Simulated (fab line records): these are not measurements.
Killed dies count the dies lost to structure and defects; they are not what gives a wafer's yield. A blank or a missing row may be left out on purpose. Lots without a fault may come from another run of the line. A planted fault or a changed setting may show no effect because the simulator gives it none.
Matching of chambers | flow gf180mcu | 3 sister chambers for GF_CONTACT_CVD_00 on hdpcvd-01
The step deposits SiO2, target thk 300 nm, time 50 s. 14 wafers are shown with their chamber, then 7 later ones without.

WAFERS WITH THEIR CHAMBER
wafer  | chamber | sih4-flow-sccm (sccm) | susceptor-temp-C (C)
L214.3 | 1       | 59.98                 | 399.81
L214.4 | 0       | 60.18                 | 399.78
L214.6 | 1       | 60.08                 | 399.99
L216.1 | 2       | 59.91                 | 400.00
L216.3 | 1       | 60.07                 | 400.16
L216.4 | 2       | 59.96                 | 399.86
L217.1 | 0       | 59.94                 | 400.09
L217.2 | 2       | 60.19                 | 399.97
L217.6 | 2       | 60.23                 | 400.25
L218.1 | 1       | 59.86                 | 399.72
L218.3 | 0       | 59.99                 | 399.87
L218.6 | 2       | 60.23                 | 399.89
L221.4 | 0       | 59.84                 | 400.19
L221.5 | 2       | 60.09                 | 400.09

SIGNATURES, as means of the wafers listed above
reading          | chamber 0 | chamber 1 | chamber 2 | scatter within a chamber
sih4-flow-sccm   | 59.9875   | 59.9975   | 60.1017   | 0.131
susceptor-temp-C | 399.9825  | 399.9200  | 400.0100  | 0.172
Rule: a wafer lies at a distance from a chamber equal to the root of the sum of squares, over the readings, of (its reading less the chamber's mean, divided by the reading's scatter). The wafer belongs to the nearest chamber; if the next one is less than 2 further off, it can't be placed. The scatter: the root of (the sum of the squares of (reading less its chamber's mean) over the shown wafers, divided by (wafers less chambers)).

WAFERS WITH NO CHAMBER GIVEN
wafer  | sih4-flow-sccm (sccm) | susceptor-temp-C (C)
L221.6 | 59.90                 | 400.46
L229.1 | 59.85                 | 400.19
L229.5 | 60.01                 | 400.18
L229.6 | 60.08                 | 399.99
L230.2 | 60.01                 | 400.43
L230.3 | 59.94                 | 399.78
L230.4 | 59.97                 | 400.14

CHAMBER TAKEN BY EACH
wafer  | from the rows above          | in truth
L221.6 | can't be placed: 0 or 2 or 1 | 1
L229.1 | can't be placed: 0 or 1 or 2 | 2
L229.5 | can't be placed: 0 or 2 or 1 | 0
L229.6 | can't be placed: 2 or 0 or 1 | 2
L230.2 | can't be placed: 2 or 0 or 1 | 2
L230.3 | can't be placed: 1 or 0 or 2 | 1
L230.4 | can't be placed: 0 or 2 or 1 | 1
Correct placement for 0 of the 7. Unplaceable from these rows: 7, with the true chamber sitting among the candidates in 7. 0 placed wrongly.
